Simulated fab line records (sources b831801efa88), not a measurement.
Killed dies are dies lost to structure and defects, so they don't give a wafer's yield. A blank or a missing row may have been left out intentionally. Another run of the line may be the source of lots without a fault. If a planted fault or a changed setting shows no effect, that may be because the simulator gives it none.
fab line records    flow sfqLine
[record] lots = 5  wafers = 15  lastDay = 87
route steps=325 shown I5@234 C5@240 M6@251
lots untouched by any fault: they come from a run of this same line in which no faults occurred
startH: start of the lot's first displayed wafer, in hours after the record's first day    waitH: hours elapsed since this lot's preceding step    " unchanged from the row above    L1.1+2: several wafers, shown together as one row    - no value present, or no start provided    * or withheld: withheld    < > ~ a bound
route shown NAME@n: NAME is a module with steps in the file, n the number in the route of the first one    usual: mean and standard deviation over wafers with no fault    same: alike in all rows    chamber/n: place in a boat    sites: per-site readings    _std_site: standard deviation across them    _edge_site: mean of outer sites minus mean of inner sites    radiusMm: how far each site lies from the wafer's centre    mask NAME#n: copy n    behind: the most recent tool/chamber to have shaped the wafer    hold: why the lot was held/for how many hours/how that ended    device: which transistor (n, p or np) failed to switch    end of line: tests of these same wafers at the route's end    a step given without rows: its recipe and nothing more    killed: at the first sort, the dies lost to defects and structure; wafer yield is something else    map: the dies of a wafer, with x for killed, . for not killed, _ for no die there
set.NAME: setting as actually run; set.NAME@STEP: the setting as run at that earlier step    model.NAME: the simulator's own value behind a step, which no gauge read
lots at selected steps of the route; one table per step, one row per wafer
services: the hour from which a tool's chamber was out of use, counted from the record's first day as startH (under 0 if before that day), plus the number of hours and why
[[steps]]
[step SFQ_TRILAYER_I5_LITHO_DEVELOP_146]
[recipe] timeS = 60  resist = KrF
lot.wafer   tool           chamber  startH   waitH
L078.1+2+5  lithoTrack-04  0        1623.40  0.1
L088.2+5+6  lithoTrack-03  0        1792.53  0.1
L089.1+3+5  lithoTrack-04  0        1849.60  0.1
L090.3+4+5  lithoTrack-04  0        1867.77  0.1
L091.3+4+5  lithoTrack-03  0        1887.10  0.1
[step SFQ_I5_OVL_MEAS_936]
[usual] I5_OVL = -1/5.2
lot.wafer  tool        chamber  startH   waitH  I5_OVL[nm]
L078.1     overlay-01  -        1623.55  0.1    -5
L078.2     "           -        "        "      -7
L078.5     "           -        "        "      -4
L088.2     overlay-01  -        1792.67  0.1    4
L088.5     "           -        "        "      -1
L088.6     "           -        "        "      0
L089.1     overlay-01  -        1849.75  0.1    -5
L089.3     "           -        "        "      -2
L089.5     "           -        "        "      -4
L090.3     overlay-02  -        1867.89  0.1    -1
L090.4     "           -        "        "      4
L090.5     "           -        "        "      5
L091.3     overlay-01  -        1887.21  0.1    0
L091.4     "           -        "        "      3
L091.5     "           -        "        "      0
[step SFQ_TRILAYER_I5_BARC_OPEN_VIA_ETCH_200]
[recipe] maskMaterial = PR  chemistry = O2  targetDepthNm = 125  target = BARC  sourceW = 500  biasW = 80  pressureMtorr = 30  timeS = 41.7
[usual] drypumpMotorCurrentA = 6.0/0.38  oesProductAu = 0.685/0.0051
lot.wafer  tool        chamber  startH   waitH  drypumpMotorCurrentA  oesProductAu  rfHoursCounterH
L078.1     rieDiel-03  0        1623.59  0.0    5.7                   0.694         5
L078.2     "           2        "        "      6.3                   0.686         18
L078.5     "           2        "        "      6.3                   0.694         -
L088.2     rieDiel-03  1        1792.70  0.0    6.2                   0.684         3
L088.5     "           2        "        "      6.4                   0.683         -
L088.6     "           1        "        "      6.2                   0.696         -
L089.1     rieDiel-03  0        1849.78  0.0    5.7                   0.685         7
L089.3     "           3        "        "      6.2                   0.690         0
L089.5     "           1        "        "      6.2                   0.680         -
L090.3     rieDiel-03  2        1867.91  0.0    6.4                   0.679         20
L090.4     "           0        "        "      5.7                   0.682         -
L090.5     "           2        "        "      6.3                   0.686         -
L091.3     rieDiel-02  2        1887.23  0.0    6.4                   0.689         20
L091.4     "           3        "        "      6.3                   0.684         20
L091.5     "           0        "        "      6.1                   0.679         -
[step SFQ_TRILAYER_I5_ETCH_VIA_ETCH_147]
[recipe] stopOn = Nb  maskMaterial = PR  chemistry = CHF3  targetDepthNm = 360  sourceW = 500  biasW = 80  pressureMtorr = 30  timeS = withheld
[usual] drypumpMotorCurrentA = 6.0/0.37  oesProductAu = 0.987/0.007
lot.wafer  tool        chamber  startH   waitH  drypumpMotorCurrentA  oesProductAu
L078.1     rieDiel-03  0        1623.63  0.0    5.7                   0.989
L078.2     "           2        "        "      6.3                   0.982
L078.5     "           2        "        "      6.3                   0.977
L088.2     rieDiel-03  1        1792.74  0.0    6.2                   0.990
L088.5     "           2        "        "      6.3                   0.977
L088.6     "           1        "        "      6.2                   0.990
L089.1     rieDiel-03  0        1849.82  0.0    5.7                   0.991
L089.3     "           3        "        "      6.3                   0.981
L089.5     "           1        "        "      6.2                   0.984
L090.3     rieDiel-03  2        1867.95  0.0    6.3                   0.972
L090.4     "           0        "        "      5.7                   0.987
L090.5     "           2        "        "      6.3                   0.977
L091.3     rieDiel-02  2        1887.27  0.0    6.4                   0.988
L091.4     "           3        "        "      6.3                   0.982
L091.5     "           0        "        "      6.0                   0.987
[step SFQ_TRILAYER_I5_STRIP_STRIP_148]
[recipe] gas = O2  powerW = 200  platenTempC = 40  overashFraction = 0.65  chemistry = O2  pressureMtorr = 50
[usual] drypumpMotorCurrentA = 6.03/0.19  oesProductAu = 1.004/0.0069
lot.wafer  tool         chamber  startH   waitH  drypumpMotorCurrentA  oesProductAu  rfHoursCounterH
L078.1     rieMetal-01  0        1623.78  -      6.11                  1.007         52
L078.2     "            1        "        "      5.98                  1.011         114
L078.5     "            0        "        "      6.09                  1.010         -
L088.2     rieMetal-01  1        1792.89  -      6.02                  1.009         6
L088.5     "            0        "        "      6.08                  1.004         -
L088.6     "            1        "        "      5.99                  1.015         -
L089.1     rieMetal-04  1        1849.97  -      6.01                  0.998         105
L089.3     "            0        "        "      5.80                  1.003         -
L089.5     "            0        "        "      5.80                  1.012         -
L090.3     rieMetal-04  1        1868.30  -      6.00                  1.002         -
L090.4     "            0        "        "      5.80                  1.011         -
L090.5     "            1        "        "      6.01                  1.006         -
L091.3     rieMetal-04  0        1887.62  -      5.81                  0.998         -
L091.4     "            1        "        "      6.01                  1.007         -
L091.5     "            1        "        "      6.01                  1.009         -
[step SFQ_TRILAYER_I5_STRIP_SOLV_CLEAN_149]
[recipe] chemistry = NMP  tempC = 70  timeS = 600
lot.wafer   tool         chamber  startH   waitH
L078.1+2+5  wetBench-01  0,1,4    1624.38  0.4
L088.2+5+6  wetBench-04  4,3,2    1793.49  0.4
L089.1+3+5  wetBench-01  3,7,2    1850.57  0.4
L090.3+4+5  wetBench-01  5,3,7    1868.70  0.2
L091.3+4+5  wetBench-01  0,6,5    1888.02  0.2
[step SFQ_TRILAYER_C5_LITHO_COAT_156]
[recipe] resist = BARC  spinRpm = 3000  resistThkNm = 62
[usual] spinSpeedRpm = 3000.1/2.3
lot.wafer  tool           chamber  startH   waitH  spinSpeedRpm
L078.1     lithoTrack-01  0        1624.57  0.0    3000.8
L078.2     "              0        "        "      3000.0
L078.5     "              0        "        "      3000.5
L088.2     lithoTrack-03  0        1793.73  0.1    3003.9
L088.5     "              0        "        "      3001.5
L088.6     "              0        "        "      3000.0
L089.1     lithoTrack-04  0        1850.75  0.0    3000.9
L089.3     "              0        "        "      3003.2
L089.5     "              0        "        "      3003.6
L090.3     lithoTrack-04  0        1868.97  0.1    2999.4
L090.4     "              0        "        "      3000.4
L090.5     "              0        "        "      3000.8
L091.3     lithoTrack-03  0        1888.30  0.1    3004.2
L091.4     "              0        "        "      3002.2
L091.5     "              0        "        "      2999.0
[step SFQ_TRILAYER_C5_LITHO_COAT_151]
[recipe] resist = KrF  spinRpm = 3000  resistThkNm = 650
[usual] spinSpeedRpm = 3000.1/2.5
lot.wafer  tool           chamber  startH   waitH  spinSpeedRpm
L078.1     lithoTrack-01  0        1624.87  0.2    2999.6
L078.2     "              0        "        "      3001.3
L078.5     "              0        "        "      2999.7
L088.2     lithoTrack-03  0        1794.03  0.2    2999.2
L088.5     "              0        "        "      2996.5
L088.6     "              0        "        "      3001.1
L089.1     lithoTrack-04  0        1851.05  0.2    2999.3
L089.3     "              0        "        "      3001.1
L089.5     "              0        "        "      3000.2
L090.3     lithoTrack-04  0        1869.27  0.2    3002.4
L090.4     "              0        "        "      3002.9
L090.5     "              0        "        "      3002.3
L091.3     lithoTrack-03  0        1888.60  0.2    2999.7
L091.4     "              0        "        "      3000.0
L091.5     "              0        "        "      2999.2
[step SFQ_TRILAYER_C5_LITHO_SOFTBAKE_155]
[recipe] tempC = withheld  timeS = withheld  resist = KrF
lot.wafer   tool           chamber  startH   waitH
L078.1+2+5  lithoTrack-01  0        1625.17  0.2
L088.2+5+6  lithoTrack-03  0        1794.30  0.2
L089.1+3+5  lithoTrack-04  0        1851.35  0.2
L090.3+4+5  lithoTrack-04  0        1869.52  0.2
L091.3+4+5  lithoTrack-03  0        1888.85  0.2
[step SFQ_TRILAYER_C5_LITHO_EXPOSE_152]
[recipe] maskId = C5  na = 0.6  sourceShape = conventional  sigmaOuter = 0.65  targetCdNm = 500  doseMj = 21.3
[usual] stageVelMmS = 499.96/0.25
[same] na = 0.6
lot.wafer  tool           chamber  startH   waitH  mask  stageVelMmS
L078.1     krfScanner-01  0        1709.62  -      C5#0  499.83
L078.2     "              0        "        "      C5#0  499.56
L078.5     "              0        "        "      C5#0  499.84
L088.2     krfScanner-01  0        1856.34  -      C5#0  499.58
L088.5     "              0        "        "      C5#0  499.57
L088.6     "              0        "        "      C5#0  499.48
L089.1     krfScanner-01  0        1860.49  -      C5#0  500.14
L089.3     "              0        "        "      C5#0  499.78
L089.5     "              0        "        "      C5#0  500.27
L090.3     krfScanner-02  0        1870.15  -      C5#0  499.73
L090.4     "              0        "        "      C5#0  499.77
L090.5     "              0        "        "      C5#0  500.43
L091.3     krfScanner-02  0        1904.68  -      C5#0  500.00
L091.4     "              0        "        "      C5#0  499.70
L091.5     "              0        "        "      C5#0  500.08
[step SFQ_TRILAYER_C5_LITHO_PEB_154]
[recipe] pebTempC = 115  pebTimeS = 60  resist = KrF
[usual] heaterPowerTotalW = 79.16/0.06
lot.wafer  tool           chamber  startH   waitH  heaterPowerTotalW
L078.1     lithoTrack-03  0        1710.82  1.0    79.15
L078.2     "              0        "        "      79.13
L078.5     "              0        "        "      79.23
L088.2     lithoTrack-03  0        1857.37  0.8    79.18
L088.5     "              0        "        "      79.15
L088.6     "              0        "        "      79.16
L089.1     lithoTrack-01  0        1861.69  1.0    79.18
L089.3     "              0        "        "      79.19
L089.5     "              0        "        "      79.10
L090.3     lithoTrack-03  0        1871.00  0.7    79.02
L090.4     "              0        "        "      79.15
L090.5     "              0        "        "      79.19
L091.3     lithoTrack-01  0        1905.53  0.7    79.29
L091.4     "              0        "        "      79.07
L091.5     "              0        "        "      79.16
[step SFQ_TRILAYER_C5_LITHO_DEVELOP_153]
[recipe] timeS = 60  resist = KrF
lot.wafer   tool           chamber  startH   waitH
L078.1+2+5  lithoTrack-03  0        1710.97  0.1
L088.2+5+6  lithoTrack-03  0        1857.52  0.1
L089.1+3+5  lithoTrack-01  0        1861.84  0.1
L090.3+4+5  lithoTrack-03  0        1871.15  0.1
L091.3+4+5  lithoTrack-01  0        1905.68  0.1
[step SFQ_C5_OVL_MEAS_937]
[usual] C5_OVL = 2/4.4
lot.wafer  tool        chamber  startH   waitH  C5_OVL[nm]
L078.1     overlay-01  -        1711.12  0.1    -1
L078.2     "           -        "        "      1
L078.5     "           -        "        "      -2
L088.2     overlay-01  -        1857.65  0.1    1
L088.5     "           -        "        "      2
L088.6     "           -        "        "      -3
L089.1     overlay-02  -        1861.99  0.1    2
L089.3     "           -        "        "      0
L089.5     "           -        "        "      1
L090.3     overlay-01  -        1871.26  0.1    8
L090.4     "           -        "        "      4
L090.5     "           -        "        "      2
L091.3     overlay-01  -        1905.79  0.1    7
L091.4     "           -        "        "      6
L091.5     "           -        "        "      7
[step SFQ_TRILAYER_C5_BARC_OPEN_VIA_ETCH_210]
[recipe] maskMaterial = PR  chemistry = O2  targetDepthNm = 125  target = BARC  sourceW = 500  biasW = 80  pressureMtorr = 30  timeS = 41.7
[usual] drypumpMotorCurrentA = 6.0/0.42  oesProductAu = 0.685/0.0041
lot.wafer  tool        chamber  startH   waitH  drypumpMotorCurrentA  oesProductAu  rfHoursCounterH
L078.1     rieDiel-01  0        1711.15  0.0    5.6                   0.690         16
L078.2     "           3        "        "      5.6                   0.688         16
L078.5     "           0        "        "      5.7                   0.690         -
L088.2     rieDiel-04  3        1857.68  0.0    5.8                   0.686         19
L088.5     "           2        "        "      5.6                   0.684         -
L088.6     "           3        "        "      5.8                   0.687         -
L089.1     rieDiel-01  3        1862.03  0.0    5.5                   0.684         17
L089.3     "           0        "        "      5.6                   0.679         17
L089.5     "           0        "        "      5.6                   0.687         -
L090.3     rieDiel-01  2        1871.29  0.0    6.0                   0.683         2
L090.4     "           3        "        "      5.6                   0.678         17
L090.5     "           1        "        "      6.3                   0.681         -
L091.3     rieDiel-03  0        1905.82  0.0    5.7                   0.683         7
L091.4     "           2        "        "      6.3                   0.673         0
L091.5     "           1        "        "      6.2                   0.675         -
[step SFQ_TRILAYER_C5_ETCH_VIA_ETCH_154]
[recipe] target = SiO2  maskMaterial = PR  chemistry = CHF3  targetDepthNm = 84  sourceW = 500  biasW = 80  pressureMtorr = 30  timeS = withheld  stopOn = Nb
[usual] drypumpMotorCurrentA = 6.0/0.42  oesProductAu = 0.891/0.0086
lot.wafer  tool        chamber  startH   waitH  drypumpMotorCurrentA  oesProductAu
L078.1     rieDiel-01  0        1711.19  0.0    5.6                   0.884
L078.2     "           3        "        "      5.6                   0.889
L078.5     "           0        "        "      5.6                   0.896
L088.2     rieDiel-04  3        1857.72  0.0    5.9                   0.899
L088.5     "           2        "        "      5.6                   0.900
L088.6     "           3        "        "      5.9                   0.891
L089.1     rieDiel-01  3        1862.07  0.0    5.6                   0.881
L089.3     "           0        "        "      5.6                   0.893
L089.5     "           0        "        "      5.6                   0.895
L090.3     rieDiel-01  2        1871.33  0.0    6.0                   0.906
L090.4     "           3        "        "      5.6                   0.901
L090.5     "           1        "        "      6.3                   0.903
L091.3     rieDiel-03  0        1905.86  0.0    5.7                   0.892
L091.4     "           2        "        "      6.3                   0.881
L091.5     "           1        "        "      6.2                   0.907
[step SFQ_TRILAYER_C5_STRIP_STRIP_155]
[recipe] gas = O2  powerW = 200  platenTempC = 40  overashFraction = 0.65  chemistry = O2  pressureMtorr = 50
[usual] drypumpMotorCurrentA = 5.8/0.45  oesProductAu = 1.002/0.0092
lot.wafer  tool         chamber  startH   waitH  drypumpMotorCurrentA  oesProductAu  rfHoursCounterH
L078.1     rieMetal-03  1        1711.24  -      6.4                   1.004         69
L078.2     "            0        "        "      6.0                   1.009         125
L078.5     "            1        "        "      6.4                   1.009         -
L088.2     rieMetal-04  1        1857.77  -      6.0                   0.999         105
L088.5     "            1        "        "      6.0                   1.005         -
L088.6     "            0        "        "      5.8                   1.014         -
L089.1     rieMetal-04  0        1862.12  -      5.8                   1.016         115
L089.3     "            1        "        "      6.0                   1.001         -
L089.5     "            0        "        "      5.8                   1.005         -
L090.3     rieMetal-03  1        1871.77  -      6.4                   1.001         -
L090.4     "            1        "        "      6.4                   1.003         -
L090.5     "            1        "        "      6.4                   1.015         -
L091.3     rieMetal-04  0        1906.10  -      5.8                   0.999         -
L091.4     "            1        "        "      6.0                   1.011         -
L091.5     "            1        "        "      6.0                   0.996         -
[step SFQ_TRILAYER_C5_STRIP_SOLV_CLEAN_156]
[recipe] chemistry = NMP  tempC = 70  timeS = 600
lot.wafer   tool         chamber  startH   waitH
L078.1+2+5  wetBench-03  3,0,5    1711.84  0.4
L088.2+5+6  wetBench-01  7,5,6    1858.37  0.4
L089.1+3+5  wetBench-04  2,4,7    1862.72  0.4
L090.3+4+5  wetBench-01  3,5,4    1872.57  0.6
L091.3+4+5  wetBench-03  1,2,5    1906.50  0.2
[step SFQ_TRILAYER_M6_DEP_PRE_CLEAN_158]
[recipe] gas = Ar  timeS = 22.5  biasV = 250
lot.wafer   tool           chamber  startH   waitH
L078.1+2+5  pvdSputter-03  -        1712.02  0.0
L088.2+5+6  pvdSputter-03  -        1858.54  0.0
L089.1+3+5  pvdSputter-03  -        1862.91  0.0
L090.3+4+5  pvdSputter-03  -        1872.75  0.0
L091.3+4+5  pvdSputter-03  -        1906.69  0.0
[step SFQ_TRILAYER_M6_DEP_SPUTTER_157]
[recipe] material = Nb  basePressurePa = 1.33e-06  chamberPressurePa = 0.1333  substrateTempC = 20  targetThkNm = 200  powerW = 2000  timeS = 133.3
[usual] chamberPressurePa = 0.13329/0.00029  substrateTempC = 19.98/0.11  throttleValvePct = 30.2/1.4
lot.wafer  tool           chamber  startH   waitH  chamberPressurePa  substrateTempC  throttleValvePct
L078.1     pvdSputter-03  -        1712.05  0.0    0.13301            19.91           28.8
L078.2     "              -        "        "      0.1332             20.02           30.3
L078.5     "              -        "        "      0.13292            19.98           30.1
L088.2     pvdSputter-03  -        1858.57  0.0    0.13288            19.92           30.3
L088.5     "              -        "        "      0.13343            20.01           30.2
L088.6     "              -        "        "      0.13351            19.98           32.1
L089.1     pvdSputter-03  -        1862.94  0.0    0.13311            19.82           28.9
L089.3     "              -        "        "      0.13337            20.18           30.3
L089.5     "              -        "        "      0.13343            19.87           30.0
L090.3     pvdSputter-03  -        1872.78  0.0    0.13366            19.99           30.1
L090.4     "              -        "        "      0.13367            20.17           32.2
L090.5     "              -        "        "      0.13376            20.10           30.2
L091.3     pvdSputter-03  -        1906.72  0.0    0.13327            20.04           30.4
L091.4     "              -        "        "      0.13355            19.81           31.9
L091.5     "              -        "        "      0.13306            19.99           31.9
[[services]]
tool           chamber  startH   hours  kind
krfScanner-01  -        1614.52  1.3    pm
rieMetal-01    -        1617.52  2.6    repair
rieMetal-04    1        1621.07  14.7   repair
rieDiel-02     3        1639.41  3.1    repair
krfScanner-01  -        1640.97  0.3    repair
wetBench-01    -        1700.55  1.9    pm
krfScanner-01  -        1716.82  3.6    pm
krfScanner-01  -        1720.37  1.0    pm
rieDiel-03     -        1733.22  1.0    repair
rieMetal-04    1        1743.25  4.9    repair
rieDiel-03     2        1753.67  2.3    repair
rieDiel-01     3        1772.83  5.0    repair
rieDiel-01     -        1774.46  1.9    repair
krfScanner-01  -        1791.54  1.3    pm
pvdSputter-03  -        1791.58  3.9    repair
wetBench-01    -        1796.72  5.9    repair
krfScanner-01  -        1847.74  7.2    pm
rieDiel-03     2        1855.38  5.8    repair
rieDiel-03     1        1857.96  11.0   repair
krfScanner-01  -        1885.57  1.0    pm
wetBench-01    -        1898.68  9.5    repair
rieDiel-03     3        1901.39  1.2    repair
krfScanner-01  -        1905.07  8.0    pm
rieDiel-01     3        1905.49  8.4    repair
[[key]]
fault none
